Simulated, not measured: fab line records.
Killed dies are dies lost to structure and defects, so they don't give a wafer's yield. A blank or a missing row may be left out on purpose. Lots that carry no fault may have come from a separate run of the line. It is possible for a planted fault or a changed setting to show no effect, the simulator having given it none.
fab line records | flow sky130
record: lots: 12 wafers: 34 last_day: 50
route steps=708 shown SONOS_ONO@182 GATE_OXIDE@200 RES_PROTECT@214 POLY_GATE@231 PAD_OPEN@708
lots untouched by any fault: they come from a run of this same line in which no faults occurred
start_h: hours from the record's opening day to when the first of the lot's shown wafers began | wait_h: hours from the lot's prior step to this one | " same as the row above | L1.1+2: a single row standing in for several wafers | - no value, or no start given | * or withheld: withheld | < > ~ a bound
route shown NAME@n: a module of which the file shows steps, and the number in the route of the first | usual: mean/standard deviation of fault-free wafers | same: alike in all rows | chamber/n: place in a boat | sites: readings site by site | _std_site: standard deviation across them | _edge_site: the outer-site mean with the inner-site mean subtracted | radius_mm: for every site, how far away it sits from the centre of the wafer | mask NAME#n: copy n | behind: the last tool/chamber to shape the wafer | hold: the reason the lot was held/the length of the hold in hours/how it ended | device: whichever transistor did not switch (one of n, p or np) | end of line: the route-end tests of the same wafers | for a step that has no rows: nothing shown but its recipe | killed: the dies lost at the first sort to structure and to defects; this is not the yield of the wafer | map: a wafer's dies, marking killed ones x, the rest . and places with no die _
set.NAME: the setting that was run; set.NAME@STEP: the one run at that earlier step | model.NAME: the simulator's own value behind a step, which no gauge read
route steps across a sampled set of lots; one table per step, one row per wafer
services: a tool's chamber out of use, with start hour (start_h, from the record's first day; less than 0 if before it), hours out, and reason
== steps ==
step: SKY_SONOS_ONO_OVL_MEAS_14
usual: SONOS_ONO_OVL: -0.4/1.2
columns lot.wafer tool chamber start_h wait_h SONOS_ONO_OVL[nm]
L840.2 overlay-01 - 270.10 0.1 1.4
L840.4 " - " " 1.0
L840.6 " - " " 0.0
L842.3 overlay-02 - 283.62 0.1 -1.7
L842.4 " - " " -2.0
L842.5 " - " " -1.1
L843.1 overlay-01 - 291.35 0.1 -0.8
L843.3 " - " " -0.3
L843.4 " - " " -1.2
L844.1 overlay-01 - 307.24 0.1 0.2
L844.2 " - " " 0.9
L844.6 " - " " 0.2
L847.3 overlay-02 - 331.82 0.1 -0.2
L847.4 " - " " -0.2
L847.5 " - " " -0.2
L849.2 overlay-02 - 346.60 0.1 1.8
L849.3 " - " " 2.0
L849.4 " - " " 1.2
L852.1 overlay-02 - 370.89 0.1 -0.6
L852.2 " - " " -0.6
L852.3 " - " " 0.0
L857.1 overlay-02 - 448.10 0.1 -0.7
L857.5 " - " " 0.2
L859.1 overlay-02 - 461.54 0.1 1.5
L859.5 " - " " 0.6
L859.6 " - " " 0.9
L861.1 overlay-02 - 468.95 0.1 -0.8
L861.3 " - " " -0.5
L861.4 " - " " 0.2
L860.1 overlay-01 - 470.95 0.1 -0.7
L860.3 " - " " -0.6
L862.3 overlay-02 - 491.97 0.1 1.1
L862.4 " - " " 0.9
L862.5 " - " " 1.1
step: SKY_GATE_OXIDE_STRIP_13
recipe: chemistry: O2/N2 power_w: 1400 pressure_mtorr: 1500 platen_temp_c: withheld o2_flow_sccm: 3000 n2_flow_sccm: 300 overash_fraction: 0.5
usual: drypump_motor_current_A: 5.8/0.44 oes_product_au: 0.716/0.0044 strip_time_to_endpoint_s: 14.17/0.033
columns lot.wafer tool chamber start_h wait_h drypump_motor_current_A oes_product_au rf_hours_counter_h strip_time_to_endpoint_s
L840.2 plasma_asher-01 0 297.51 0.0 5.6 0.713 59 14.18
L840.4 " 1 " " 6.6 0.713 - 14.20
L840.6 " 0 " " 5.6 0.714 - 14.20
L842.3 plasma_asher-03 1 311.10 0.0 5.5 0.718 - 14.19
L842.4 " 0 " " 5.2 0.714 - 14.15
L842.5 " 1 " " 5.5 0.719 - 14.16
L843.1 plasma_asher-02 1 319.78 0.0 6.1 0.719 50 14.20
L843.3 " 1 " " 6.1 0.716 - 14.17
L843.4 " 0 " " 5.9 0.716 - 14.14
L844.1 plasma_asher-01 1 335.33 0.0 6.6 0.718 63 14.14
L844.2 " 0 " " 5.6 0.722 63 14.16
L844.6 " 0 " " 5.6 0.711 - 14.15
L847.3 plasma_asher-03 1 362.26 0.0 5.5 0.718 - 14.13
L847.4 " 0 " " 5.2 0.715 - 14.17
L847.5 " 1 " " 5.5 0.709 - 14.16
L849.2 plasma_asher-03 0 377.17 0.0 5.2 0.715 25 14.20
L849.3 " 1 " " 5.5 0.714 - 14.21
L849.4 " 0 " " 5.2 0.721 - 14.18
L852.1 plasma_asher-03 1 401.55 0.0 5.5 0.713 28 14.21
L852.2 " 0 " " 5.2 0.715 28 14.19
L852.3 " 1 " " 5.6 0.701 - 14.23
L857.1 plasma_asher-02 0 481.26 0.0 6.0 0.712 68 14.14
L857.5 " 0 " " 5.9 0.714 - 14.15
L859.1 plasma_asher-02 0 496.37 0.0 6.0 0.711 70 14.25
L859.5 " 1 " " 6.1 0.713 - 14.15
L859.6 " 0 " " 6.0 0.721 - 14.19
L861.1 plasma_asher-03 0 503.47 0.0 5.2 0.715 35 14.20
L861.3 " 0 " " 5.2 0.718 - 14.20
L861.4 " 1 " " 5.6 0.718 - 14.19
L860.1 plasma_asher-01 0 503.86 0.0 5.6 0.720 81 14.14
L860.3 " 0 " " 5.6 0.713 - 14.15
L862.3 plasma_asher-01 0 524.15 0.0 5.6 0.723 - 14.16
L862.4 " 1 " " 6.6 0.716 - 14.17
L862.5 " 1 " " 6.6 0.715 - 14.17
step: SKY_RES_PROTECT_STRIP_07
recipe: chemistry: O2/N2 power_w: 1400 pressure_mtorr: 1500 platen_temp_c: withheld o2_flow_sccm: 3000 n2_flow_sccm: 300 overash_fraction: 0.5
usual: drypump_motor_current_A: 5.9/0.34 oes_product_au: 0.518/0.005 strip_time_to_endpoint_s: 23.29/0.04
columns lot.wafer tool chamber start_h wait_h drypump_motor_current_A oes_product_au rf_hours_counter_h strip_time_to_endpoint_s
L840.2 plasma_asher-01 1 325.97 0.1 6.6 0.519 62 23.28
L840.4 " 0 " " 5.6 0.525 - 23.34
L840.6 " 1 " " 6.6 0.509 - 23.23
L842.3 plasma_asher-01 0 341.56 0.1 5.6 0.515 - 23.27
L842.4 " 1 " " 6.6 0.519 - 23.26
L842.5 " 0 " " 5.6 0.519 - 23.29
L843.1 plasma_asher-04 0 349.73 0.1 5.8 0.520 66 23.28
L843.3 " 1 " " 5.7 0.518 - 23.26
L843.4 " 0 " " 5.8 0.513 - 23.26
L844.1 plasma_asher-01 1 367.14 0.1 6.5 0.516 66 23.19
L844.2 " 0 " " 5.5 0.518 66 23.19
L844.6 " 0 " " 5.6 0.514 - 23.19
L847.3 plasma_asher-02 0 394.77 0.1 6.0 0.522 - 23.31
L847.4 " 1 " " 6.1 0.515 - 23.30
L847.5 " 0 " " 5.9 0.514 - 23.31
L849.2 plasma_asher-02 0 408.73 0.1 5.9 0.519 59 23.24
L849.3 " 0 " " 5.9 0.527 - 23.29
L849.4 " 1 " " 6.1 0.515 - 23.27
L852.1 plasma_asher-01 1 435.42 0.1 6.6 0.516 73 23.30
L852.2 " 0 " " 5.6 0.510 73 23.24
L852.3 " 0 " " 5.6 0.521 - 23.27
L857.1 plasma_asher-04 1 515.34 0.1 5.7 0.516 8 23.34
L857.5 " 0 " " 5.8 0.529 - 23.26
L859.1 plasma_asher-04 1 530.18 0.1 5.7 0.514 10 23.35
L859.5 " 1 " " 5.7 0.527 - 23.29
L859.6 " 0 " " 5.8 0.524 - 23.32
L861.1 plasma_asher-04 0 537.28 0.1 5.8 0.513 10 23.29
L861.3 " 0 " " 5.8 0.515 - 23.34
L861.4 " 1 " " 5.7 0.519 - 23.30
L860.1 plasma_asher-01 1 537.54 0.1 6.6 0.523 84 23.28
L860.3 " 1 " " 6.6 0.515 - 23.33
L862.3 plasma_asher-02 0 557.52 0.1 6.0 0.514 - 23.30
L862.4 " 1 " " 6.1 0.513 - 23.32
L862.5 " 0 " " 6.0 0.514 - 23.34
step: SKY_POLY_GATE_ETCH_17
recipe: target_depth_nm: 180 stop_on: SiO2 over_etch_frac: 0.56667 chemistry: HBr/Cl2 target: poly-Si icp_w: 400 bias_w: 100 pressure_mtorr: 10 HBr_flow_sccm: 150 Cl2_flow_sccm: 50 time_s: 70.5
usual: drypump_motor_current_A: 6.1/0.43 oes_product_au: 0.984/0.0079 run_length_s: 98.6/0.42 throttle_valve_pct: 33.684/0.0088
columns lot.wafer tool chamber start_h wait_h drypump_motor_current_A oes_product_au rf_hours_counter_h run_length_s throttle_valve_pct
L840.2 rie_si-01 3 354.42 0.0 5.7 0.975 26 98.6 33.674
L840.4 " 2 " " 5.4 0.987 20 98.6 33.682
L840.6 " 1 " " 5.7 0.974 - 99.0 33.677
L842.3 rie_si-02 0 371.37 0.0 6.3 0.986 2 98.4 33.677
L842.4 " 3 " " 5.8 0.990 50 99.3 33.680
L842.5 " 2 " " 6.5 0.983 - 98.4 33.690
L843.1 rie_si-01 2 379.92 0.0 5.4 0.987 20 98.7 33.694
L843.3 " 0 " " 6.2 0.980 1 98.8 33.665
L843.4 " 3 " " 5.6 0.981 27 98.2 33.688
L844.1 rie_si-02 0 399.07 0.0 6.3 0.975 2 99.1 33.678
L844.2 " 3 " " 5.8 0.991 51 99.1 33.671
L844.6 " 3 " " 5.8 0.995 - 99.0 33.678
L847.3 rie_si-02 3 428.82 0.0 5.8 0.991 51 98.9 33.673
L847.4 " 2 " " 6.5 0.979 - 98.2 33.691
L847.5 " 3 " " 5.8 0.990 - 99.0 33.680
L849.2 rie_si-01 3 445.22 0.0 5.7 0.985 27 98.8 33.683
L849.3 " 0 " " 6.3 0.987 2 98.7 33.683
L849.4 " 1 " " 5.7 0.972 15 99.0 33.678
L852.1 rie_si-01 1 469.03 0.0 5.7 0.993 15 99.4 33.699
L852.2 " 2 " " 5.4 0.967 21 98.8 33.676
L852.3 " 3 " " 5.6 0.981 27 98.2 33.682
L857.1 rie_si-02 2 547.02 0.1 6.5 0.853 1 117.4 33.696
L857.5 " 1 " " 6.8 1.003 - 98.8 33.691
L859.1 rie_si-02 1 560.92 0.0 6.7 0.841 1 117.9 33.698
L859.5 " 3 " " 5.8 0.978 - 99.0 33.665
L859.6 " 2 " " 6.5 0.979 - 98.3 33.678
L861.1 rie_si-01 0 581.57 0.0 6.3 0.979 2 98.5 33.678
L861.3 " 2 " " 5.4 0.992 21 98.6 33.687
L861.4 " 1 " " 5.7 0.980 16 99.2 33.690
L860.1 rie_si-02 2 582.00 0.0 6.5 0.837 1 117.3 33.694
L860.3 " 0 " " 6.3 0.830 3 118.5 33.683
L862.3 rie_si-01 0 589.97 0.0 6.2 0.992 2 98.5 33.691
L862.4 " 2 " " 5.4 0.981 - 98.5 33.695
L862.5 " 0 " " 6.2 0.993 - 98.8 33.664
step: SKY_POLY_GATE_STRIP_18
recipe: chemistry: O2/N2 power_w: 1400 pressure_mtorr: 1500 platen_temp_c: withheld o2_flow_sccm: 3000 n2_flow_sccm: 300 overash_fraction: 0.5
usual: drypump_motor_current_A: 5.7/0.3 oes_product_au: 0.361/0.0048 strip_time_to_endpoint_s: 3.17/0.038
columns lot.wafer tool chamber start_h wait_h drypump_motor_current_A oes_product_au rf_hours_counter_h strip_time_to_endpoint_s
L840.2 plasma_asher-03 1 354.48 0.0 5.6 0.362 23 3.17
L840.4 " 0 " " 5.2 0.366 - 3.10
L840.6 " 0 " " 5.2 0.364 - 3.15
L842.3 plasma_asher-02 1 371.46 0.1 6.1 0.363 - 3.21
L842.4 " 0 " " 6.0 0.359 - 3.18
L842.5 " 0 " " 6.0 0.361 - 3.18
L843.1 plasma_asher-03 0 379.98 0.0 5.2 0.361 25 3.16
L843.3 " 1 " " 5.5 0.366 - 3.14
L843.4 " 0 " " 5.2 0.363 - 3.17
L844.1 plasma_asher-03 0 399.13 0.0 5.2 0.358 27 3.24
L844.2 " 1 " " 5.5 0.357 27 3.09
L844.6 " 0 " " 5.2 0.358 - 3.16
L847.3 plasma_asher-02 1 428.91 0.1 6.1 0.358 - 3.15
L847.4 " 0 " " 5.9 0.356 - 3.14
L847.5 " 1 " " 6.1 0.348 - 3.13
L849.2 plasma_asher-02 1 445.28 0.0 6.1 0.350 63 3.17
L849.3 " 0 " " 6.0 0.358 - 3.13
L849.4 " 1 " " 6.1 0.358 - 3.12
L852.1 plasma_asher-04 1 469.08 0.0 5.7 0.362 3 3.20
L852.2 " 0 " " 5.8 0.366 3 3.14
L852.3 " 1 " " 5.7 0.362 - 3.21
L857.1 plasma_asher-03 1 547.07 0.0 5.5 0.343 39 2.85
L857.5 " 1 " " 5.6 0.358 - 3.11
L859.1 plasma_asher-04 1 560.97 0.0 5.7 0.351 13 2.87
L859.5 " 1 " " 5.7 0.366 - 3.17
L859.6 " 0 " " 5.8 0.368 - 3.19
L861.1 plasma_asher-04 0 581.62 0.0 5.8 0.355 14 3.17
L861.3 " 0 " " 5.8 0.358 - 3.16
L861.4 " 1 " " 5.7 0.361 - 3.18
L860.1 plasma_asher-02 0 582.05 0.0 6.0 0.348 78 2.89
L860.3 " 0 " " 6.0 0.353 - 2.95
L862.3 plasma_asher-03 0 590.06 0.1 5.2 0.362 - 3.17
L862.4 " 1 " " 5.5 0.359 - 3.13
L862.5 " 1 " " 5.6 0.354 - 3.13
step: SKY_PAD_OPEN_PROBE_99
usual: killed_at_M0_to_M3: 44/7.3 killed_at_M4_up: 3.2/1.8 killed_at_contacts: 24/5.4 killed_at_front_end: 16/4.4 killed_at_other: 0.3/0.48 killed_dies: 86/9.5 killed_open: 47/7.7 killed_short: 39/6.4
same: gross_dies: 492 killed_at_back_side: 0
columns lot.wafer tool chamber start_h wait_h killed_at_M0_to_M3 killed_at_M4_up killed_at_contacts killed_at_front_end killed_at_other killed_dies killed_open killed_short
L840.2 prober-01 - 1059.80 0.1 46 1 25 18 1 91 57 34
L840.4 prober-01 - 1059.90 0.2 40 3 29 15 0 87 54 33
L840.6 prober-01 - 1060.00 0.2 52 6 28 20 0 106 62 44
L842.3 prober-02 - 1076.55 0.2 30 5 24 22 0 81 44 37
L842.4 prober-02 - 1076.60 0.2 49 4 24 13 0 90 59 31
L842.5 prober-02 - 1076.65 0.2 46 1 17 18 0 82 37 45
L843.1 prober-01 - 1085.59 0.1 46 1 28 13 0 88 56 32
L843.3 prober-01 - 1085.69 0.2 36 6 33 17 0 92 46 46
L843.4 prober-01 - 1085.74 0.2 48 5 25 11 0 89 46 43
L844.1 prober-02 - 1096.04 0.1 52 3 28 12 1 96 52 44
L844.2 prober-02 - 1096.09 0.1 49 2 31 10 0 92 39 53
L844.6 prober-02 - 1096.29 0.2 46 2 21 17 1 87 49 38
L847.3 prober-01 - 1109.31 0.2 44 1 24 18 0 87 53 34
L847.4 prober-01 - 1109.36 0.2 36 4 22 20 0 82 47 35
L847.5 prober-01 - 1109.41 0.2 42 7 31 23 0 103 63 40
L849.2 prober-01 - 1124.14 0.1 38 3 22 10 0 73 45 28
L849.3 prober-01 - 1124.19 0.2 57 2 31 12 0 102 66 36
L849.4 prober-01 - 1124.24 0.2 55 1 32 13 1 102 62 40
L852.1 prober-02 - 1139.94 0.1 39 4 31 14 0 88 61 27
L852.2 prober-02 - 1139.99 0.1 36 4 32 15 0 87 43 44
L852.3 prober-02 - 1140.04 0.2 35 2 29 11 1 78 44 34
L857.1 prober-01 - 1185.11 0.1 54 5 19 16 0 94 50 44
L857.5 prober-01 - 1185.31 0.2 51 3 19 11 0 84 48 36
L859.1 prober-01 - 1191.26 0.1 46 4 17 9 1 77 42 35
L859.5 prober-01 - 1191.46 0.2 44 1 20 16 0 81 45 36
L859.6 prober-01 - 1191.51 0.2 56 4 13 21 0 94 49 45
L861.1 prober-02 - 1200.59 0.1 55 1 23 18 0 97 55 42
L861.3 prober-02 - 1200.69 0.2 57 2 20 10 1 90 48 42
L861.4 prober-02 - 1200.74 0.2 49 4 18 17 1 89 49 40
L860.1 prober-01 - 1203.29 0.1 58 5 21 15 0 99 52 47
L860.3 prober-01 - 1203.39 0.2 56 4 34 9 0 103 56 47
L862.3 prober-01 - 1208.77 0.2 40 0 23 17 0 80 44 36
L862.4 prober-01 - 1208.82 0.2 36 4 24 14 1 79 36 43
L862.5 prober-01 - 1208.87 0.2 52 2 16 16 1 87 47 40
killed by level:class
L840.2 VIA1:geometric_particle:open=13 LI_CONTACT:geometric_particle:open=11 CONTACT:geometric_particle:open=9 VIA1:geometric_particle:short=7 VIA2:geometric_particle:open=7 FIELD_ISO:geometric_particle:open=6 METAL2:geometric_particle:short=5 VIA3:geometric_particle:open=5
L840.4 VIA1:geometric_particle:open=14 LI_CONTACT:geometric_particle:open=11 CONTACT:geometric_particle:open=10 VIA3:geometric_particle:open=6 POLY_GATE:geometric_particle:short=4 LI_CONTACT:geometric_particle:short=4 VIA2:geometric_particle:open=4 METAL1:geometric_particle:short=3
L840.6 VIA1:geometric_particle:open=13 VIA3:geometric_particle:open=13 LI_CONTACT:geometric_particle:open=8 CONTACT:geometric_particle:open=8 FIELD_ISO:geometric_particle:short=7 METAL2:geometric_particle:short=6 CONTACT:geometric_particle:short=5 VIA1:geometric_particle:short=4
L842.3 LI_CONTACT:geometric_particle:open=9 CONTACT:geometric_particle:open=7 VIA1:geometric_particle:open=7 POLY_GATE:geometric_particle:short=6 POLY_GATE:geometric_particle:open=5 VIA1:geometric_particle:short=5 VIA3:geometric_particle:open=5 FIELD_ISO:geometric_particle:open=4
L842.4 VIA1:geometric_particle:open=13 LI_CONTACT:geometric_particle:open=8 VIA2:geometric_particle:open=7 CONTACT:geometric_particle:open=6 VIA3:geometric_particle:open=6 FIELD_ISO:geometric_particle:open=5 LOCAL_INTERCONNECT:geometric_particle:open=5 METAL1:geometric_particle:short=4
L842.5 VIA1:geometric_particle:open=11 METAL1:geometric_particle:short=7 POLY_GATE:geometric_particle:short=6 LI_CONTACT:geometric_particle:open=6 VIA2:geometric_particle:short=6 VIA2:geometric_particle:open=6 FIELD_ISO:geometric_particle:short=5 LOCAL_INTERCONNECT:geometric_particle:short=4
L843.1 VIA1:geometric_particle:open=18 CONTACT:geometric_particle:open=10 LI_CONTACT:geometric_particle:open=7 METAL1:geometric_particle:short=6 VIA2:geometric_particle:open=6 CONTACT:geometric_particle:short=5 METAL2:geometric_particle:short=4 VIA1:geometric_particle:short=4
L843.3 CONTACT:geometric_particle:open=10 CONTACT:geometric_particle:short=9 VIA1:geometric_particle:open=7 VIA2:geometric_particle:open=7 LOCAL_INTERCONNECT:geometric_particle:short=6 POLY_GATE:geometric_particle:short=5 POLY_GATE:geometric_particle:open=5 METAL2:geometric_particle:short=4
L843.4 VIA1:geometric_particle:open=15 CONTACT:geometric_particle:open=9 VIA1:geometric_particle:short=7 LOCAL_INTERCONNECT:geometric_particle:short=5 CONTACT:geometric_particle:short=5 METAL2:geometric_particle:short=5 VIA3:geometric_particle:open=5 LI_CONTACT:geometric_particle:open=4
L844.1 CONTACT:geometric_particle:open=13 METAL2:geometric_particle:short=11 VIA1:geometric_particle:open=8 VIA2:geometric_particle:open=8 FIELD_ISO:geometric_particle:open=5 LOCAL_INTERCONNECT:geometric_particle:short=5 CONTACT:geometric_particle:short=5 METAL1:geometric_particle:short=5
L844.2 CONTACT:geometric_particle:short=9 LOCAL_INTERCONNECT:geometric_particle:short=8 VIA3:geometric_particle:open=8 VIA1:geometric_particle:open=6 VIA1:geometric_particle:short=6 METAL2:geometric_particle:short=6 POLY_GATE:geometric_particle:short=5 VIA2:geometric_particle:short=5
L844.6 VIA1:geometric_particle:open=11 POLY_GATE:geometric_particle:open=10 METAL2:geometric_particle:short=9 METAL1:geometric_particle:short=8 CONTACT:geometric_particle:open=7 LI_CONTACT:geometric_particle:open=6 VIA2:geometric_particle:open=6 CONTACT:geometric_particle:short=4
L847.3 VIA1:geometric_particle:open=14 LI_CONTACT:geometric_particle:open=9 CONTACT:geometric_particle:open=9 VIA3:geometric_particle:open=6 POLY_GATE:geometric_particle:short=5 VIA2:geometric_particle:open=5 FIELD_ISO:geometric_particle:open=4 VIA1:geometric_particle:short=4
L847.4 VIA1:geometric_particle:open=10 CONTACT:geometric_particle:open=8 FIELD_ISO:geometric_particle:open=7 VIA3:geometric_particle:open=7 LI_CONTACT:geometric_particle:open=6 FIELD_ISO:geometric_particle:short=5 POLY_GATE:geometric_particle:open=4 VIA1:geometric_particle:short=4
L847.5 VIA1:geometric_particle:open=15 CONTACT:geometric_particle:open=11 FIELD_ISO:geometric_particle:open=10 VIA3:geometric_particle:open=7 LI_CONTACT:geometric_particle:open=6 FIELD_ISO:geometric_particle:short=5 POLY_GATE:geometric_particle:short=5 VIA1:geometric_particle:short=5
L849.2 VIA1:geometric_particle:open=13 LI_CONTACT:geometric_particle:open=7 CONTACT:geometric_particle:open=6 VIA1:geometric_particle:short=6 FIELD_ISO:geometric_particle:open=5 CONTACT:geometric_particle:short=3 METAL1:geometric_particle:short=3 METAL2:geometric_particle:short=3
L849.3 LI_CONTACT:geometric_particle:open=13 VIA1:geometric_particle:open=11 VIA2:geometric_particle:open=10 CONTACT:geometric_particle:open=9 VIA3:geometric_particle:open=9 LOCAL_INTERCONNECT:geometric_particle:short=6 METAL1:geometric_particle:short=5 VIA3:geometric_particle:short=5
L849.4 VIA1:geometric_particle:open=14 VIA3:geometric_particle:open=12 VIA2:geometric_particle:open=10 CONTACT:geometric_particle:open=10 CONTACT:geometric_particle:short=8 LOCAL_INTERCONNECT:geometric_particle:short=5 METAL2:geometric_particle:short=5 POLY_GATE:geometric_particle:open=4
L852.1 CONTACT:geometric_particle:open=14 VIA2:geometric_particle:open=11 VIA1:geometric_particle:open=8 VIA3:geometric_particle:open=7 POLY_GATE:geometric_particle:open=6 LI_CONTACT:geometric_particle:open=6 METAL1:geometric_particle:short=4 METAL2:geometric_particle:short=4
L852.2 VIA1:geometric_particle:open=11 CONTACT:geometric_particle:open=11 LOCAL_INTERCONNECT:geometric_particle:short=9 VIA1:geometric_particle:short=6 CONTACT:geometric_particle:short=5 METAL2:geometric_particle:short=5 POLY_GATE:geometric_particle:short=4 POLY_GATE:geometric_particle:open=4
L852.3 CONTACT:geometric_particle:open=11 LI_CONTACT:geometric_particle:open=8 VIA2:geometric_particle:open=7 VIA3:geometric_particle:open=7 POLY_GATE:geometric_particle:open=4 LI_CONTACT:geometric_particle:short=4 VIA1:geometric_particle:open=4 METAL2:geometric_particle:short=4
L857.1 VIA1:geometric_particle:open=15 FIELD_ISO:geometric_particle:short=7 CONTACT:geometric_particle:open=7 LI_CONTACT:geometric_particle:open=6 FIELD_ISO:geometric_particle:open=5 METAL1:geometric_particle:short=5 VIA3:geometric_particle:short=5 METAL2:geometric_particle:short=5
L857.5 VIA1:geometric_particle:open=14 CONTACT:geometric_particle:open=9 METAL1:geometric_particle:short=7 VIA3:geometric_particle:open=7 LI_CONTACT:geometric_particle:open=6 VIA3:geometric_particle:short=6 VIA1:geometric_particle:short=5 POLY_GATE:geometric_particle:open=4
L859.1 VIA2:geometric_particle:open=10 CONTACT:geometric_particle:open=9 VIA3:geometric_particle:open=7 VIA1:geometric_particle:open=6 POLY_GATE:geometric_particle:short=5 METAL3:geometric_particle:short=5 LI_CONTACT:geometric_particle:open=4 VIA1:geometric_particle:short=4
L859.5 CONTACT:geometric_particle:open=7 VIA3:geometric_particle:open=7 METAL1:geometric_particle:short=6 VIA1:geometric_particle:open=6 VIA2:geometric_particle:open=6 LI_CONTACT:geometric_particle:open=5 LOCAL_INTERCONNECT:geometric_particle:short=5 VIA2:geometric_particle:short=4
L859.6 VIA1:geometric_particle:open=18 VIA2:geometric_particle:open=9 FIELD_ISO:geometric_particle:short=6 VIA3:geometric_particle:open=6 METAL1:geometric_particle:short=5 CONTACT:geometric_particle:open=5 VIA1:geometric_particle:short=4 METAL2:geometric_particle:short=4
L861.1 VIA2:geometric_particle:open=15 VIA1:geometric_particle:open=13 CONTACT:geometric_particle:open=10 FIELD_ISO:geometric_particle:short=8 METAL2:geometric_particle:short=8 LOCAL_INTERCONNECT:geometric_particle:short=6 VIA3:geometric_particle:open=6 METAL1:geometric_particle:short=4
L861.3 VIA1:geometric_particle:open=14 VIA2:geometric_particle:open=10 CONTACT:geometric_particle:open=7 VIA3:geometric_particle:open=7 CONTACT:geometric_particle:short=6 VIA2:geometric_particle:short=5 METAL1:geometric_particle:short=5 VIA1:geometric_particle:short=5
L861.4 VIA2:geometric_particle:open=12 VIA1:geometric_particle:open=11 VIA1:geometric_particle:short=7 VIA2:geometric_particle:short=5 FIELD_ISO:geometric_particle:open=4 POLY_GATE:geometric_particle:open=4 LI_CONTACT:geometric_particle:short=4 LI_CONTACT:geometric_particle:open=4
L860.1 VIA1:geometric_particle:open=12 VIA2:geometric_particle:open=11 METAL2:geometric_particle:short=10 METAL1:geometric_particle:short=7 VIA3:geometric_particle:open=6 CONTACT:geometric_particle:short=5 CONTACT:geometric_particle:open=5 FIELD_ISO:geometric_particle:open=4
L860.3 VIA2:geometric_particle:open=14 VIA1:geometric_particle:open=12 CONTACT:geometric_particle:open=10 CONTACT:geometric_particle:short=8 LOCAL_INTERCONNECT:geometric_particle:short=5 METAL2:geometric_particle:short=5 LI_CONTACT:geometric_particle:open=4 LI_CONTACT:geometric_particle:short=4
L862.3 VIA1:geometric_particle:open=17 CONTACT:geometric_particle:open=8 LI_CONTACT:geometric_particle:open=5 VIA2:geometric_particle:open=5 VIA1:geometric_particle:short=5 SPACER:geometric_particle:short=4 LOCAL_INTERCONNECT:geometric_particle:short=4 METAL1:geometric_particle:short=4
L862.4 VIA1:geometric_particle:open=11 CONTACT:geometric_particle:short=9 CONTACT:geometric_particle:open=8 METAL1:geometric_particle:short=6 POLY_GATE:geometric_particle:short=4 VIA2:geometric_particle:short=4 VIA2:geometric_particle:open=4 VIA3:geometric_particle:short=4
L862.5 METAL2:geometric_particle:short=10 VIA2:geometric_particle:open=8 LI_CONTACT:geometric_particle:open=7 VIA3:geometric_particle:open=7 VIA1:geometric_particle:open=7 VIA2:geometric_particle:short=6 VIA1:geometric_particle:short=6 POLY_GATE:geometric_particle:open=5
== services ==
columns tool chamber start_h hours kind
rie_si-01 1 276.44 14.7 repair
plasma_asher-03 - 287.31 7.6 repair
plasma_asher-04 - 304.95 5.3 repair
plasma_asher-01 - 371.90 3.5 repair
plasma_asher-04 - 378.98 4.0 pm
rie_si-01 - 380.90 2.8 pm
plasma_asher-04 - 405.54 2.8 pm
plasma_asher-01 - 413.08 0.5 repair
plasma_asher-04 - 421.25 9.0 pm
plasma_asher-04 0 421.25 9.0 vent_cycle
plasma_asher-04 1 421.25 9.0 vent_cycle
plasma_asher-04 0 430.25 - clean
plasma_asher-04 - 444.01 14.6 pm
plasma_asher-01 - 453.44 2.8 pm
plasma_asher-03 - 456.97 32.9 repair
rie_si-01 - 460.77 0.4 repair
plasma_asher-01 - 466.05 5.0 repair
plasma_asher-04 - 487.15 2.2 repair
rie_si-02 1 515.42 7.0 repair
plasma_asher-03 - 539.56 0.6 repair
plasma_asher-03 - 582.69 2.8 pm
rie_si-01 - 584.00 1.1 repair
rie_si-02 3 584.27 7.4 repair
rie_si-01 1 586.54 8.1 repair
== key ==
first_sign: step: SKY_POLY_GATE_ETCH_17 reading: run_length_s direction: up sigmas: 46 usual: * struck: *
effect: step: SKY_POLY_GATE_ETCH_17 reading: oes_product_au direction: down sigmas: 18 usual: 0.984 struck: 0.840
effect: step: SKY_POLY_GATE_STRIP_18 reading: strip_time_to_endpoint_s direction: down sigmas: 7.2 usual: * struck: *
met_at SKY_POLY_GATE_ETCH_17
struck_lots L857,L859,L860
struck_wafers L857.1,L859.1,L860.1,L860.3
tester_left_out L857,L859,L860
not_acting_at SKY_SONOS_ONO_OVL_MEAS_14,SKY_GATE_OXIDE_STRIP_13,SKY_RES_PROTECT_STRIP_07
onset_between 428.82 547.02
fault: kind: process_parameter_drift tool: rie_si-02 chamber: - onset_h: 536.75 steps: SKY_POLY_GATE_ETCH_17 channel: time_s offset: * shape: step end_h: 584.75 scope: struck_wafers_only acts_in: * stated: *
tester_left_out: of these lots the tester's yield and bins aren't shown, on N5 and GAA mostly nor the transistor test; their killed dies are dies lost to structure and defects alone, not to doping, threshold or leakage, so they don't give the yield
